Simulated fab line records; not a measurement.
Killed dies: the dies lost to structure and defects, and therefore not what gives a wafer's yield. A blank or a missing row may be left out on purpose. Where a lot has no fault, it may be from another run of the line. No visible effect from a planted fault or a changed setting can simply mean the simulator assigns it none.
2 desks, one fault + flow sky130 + only its own numbers are on each desk; what lay behind them is given at the end

== AT THE TOOL OWNER'S DESK: furnace-01 ==
The tool's own readings at SKY_GATE_OXIDE_OXIDATION_01 (stabilise 600 s, purge 300 s, target thk 10.268 nm): means of the sampled wafers that have a number, for each lot that ran on this tool. Marked OUT: a lot whose mean sits more than 4 standard deviations from the usual mean, which makes it out of limits; the brackets give that distance.
Columns: A = spike-tc-bottom-C at SKY_GATE_OXIDE_OXIDATION_01, usual 919.1 C; B = spike-tc-centre-C at SKY_GATE_OXIDE_OXIDATION_01, usual 899.7 C; C = spike-tc-lower-C at SKY_GATE_OXIDE_OXIDATION_01, usual 900.9 C; D = spike-tc-top-C at SKY_GATE_OXIDE_OXIDATION_01, usual 912.4 C; E = spike-tc-upper-C at SKY_GATE_OXIDE_OXIDATION_01, usual 899.0 C; F = tube-center-temp-C at SKY_GATE_OXIDE_OXIDATION_01, usual 900 C; G = tube_center_temp_C_max at SKY_GATE_OXIDE_OXIDATION_01, usual 902.3
| lot  | first seen here | A     | B                | C                | D     | E                | F             | G               |
|------|-----------------|-------|------------------|------------------|-------|------------------|---------------|-----------------|
| L434 | day 14 07:09    | 920.2 | 899.6            | 900.5            | 909.7 | 899.6            | 900           | 901.8           |
| L440 | day 16 10:36    | 919.7 | 899.9            | 899.2            | 909.7 | 899.6            | 900           | 902.5           |
| L443 | day 17 09:31    | 915.0 | 893.4 (-4.5) OUT | 895.0 (-5.9) OUT | 904.1 | 894.5 (-4.1) OUT | 895 (-64) OUT | 896.8 (-13) OUT |
| L447 | day 18 16:35    | 914.9 | 892.6 (-5.0) OUT | 894.6 (-6.3) OUT | 904.9 | 895.0            | 895 (-64) OUT | 896.9 (-13) OUT |
This desk's verdict: out of limits on L443, L447, starting with L443 at day 17 09:31 (spike-tc-centre-C at SKY_GATE_OXIDE_OXIDATION_01). L434, L440: within limits.

== THE METROLOGY DESK ==
What the gauges read, lot by lot, whatever tool the lot ran on: means of the sampled wafers that have a number. Marked OUT: a lot whose mean sits more than 4 standard deviations from the usual mean, which makes it out of limits; the brackets give that distance.
Columns: A = VT_ADJUST_HVTR_OVL at SKY_VT_ADJUST_HVTR_OVL_MEAS_08, usual -0.6 nm; B = VT_ADJUST_HVTR_TW at SKY_VT_ADJUST_HVTR_TW_MEAS_11, usual 211.1; C = SONOS_ONO_OVL at SKY_SONOS_ONO_OVL_MEAS_14, usual -1.8 nm; D = GATE_OXIDE_OXIDATION_00_THK at SKY_GATE_OXIDE_THK_MEAS_02, usual 10.34 nm
| lot  | first seen here | A    | B     | C    | D     |
|------|-----------------|------|-------|------|-------|
| L430 | day 9 18:04     | 0.5  | 207.2 | -2.4 | 10.57 |
| L433 | day 10 13:55    | 0.3  | 214.2 | -0.2 | 10.32 |
| L434 | day 10 23:44    | -1.7 | 213.9 | -5.1 | 10.63 |
| L439 | day 12 09:46    | -0.0 | 211.5 | -2.1 | 10.39 |
| L440 | day 12 18:34    | 0.6  | 214.5 | -0.6 | 10.34 |
| L443 | day 13 14:49    | -1.0 | 206.6 | -0.8 | 9.87  |
| L444 | day 13 20:55    | -1.0 | 212.5 | -0.1 | 10.14 |
| L445 | day 14 05:23    | -0.3 | 211.1 | -3.5 | 10.32 |
| L447 | day 14 19:25    | -1.7 | 212.2 | -2.1 | 9.60  |
| L449 | day 15 10:28    | 1.8  | 213.1 | 0.1  | 10.36 |
| L450 | day 15 19:55    | -0.8 | 208.6 | -1.4 | 10.10 |
| L452 | day 16 06:16    | 0.4  | 208.7 | -2.0 | 10.43 |
This desk found nothing out of limits on any of the 12 lots.

== BROUGHT TOGETHER ==
At day 17 09:31, on L443, L447, the tool owner's desk was in a position to raise an alarm.
Metrology desk: nothing out of limits seen.
The metrology desk has L443, L447 on record, within its limits.
Of the lots named, all ran SKY_GATE_OXIDE_OXIDATION_01 on furnace-01.

== WHAT HAD BEEN PUT IN BY THE SIMULATOR ==
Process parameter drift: furnace-01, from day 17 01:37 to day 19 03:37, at SKY_GATE_OXIDE_OXIDATION_01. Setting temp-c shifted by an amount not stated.
Lots struck among those shown: L443, L447.
How many hours passed from the start of the fault until each desk's first out-of-limits reading: the tool owner's desk, 8.
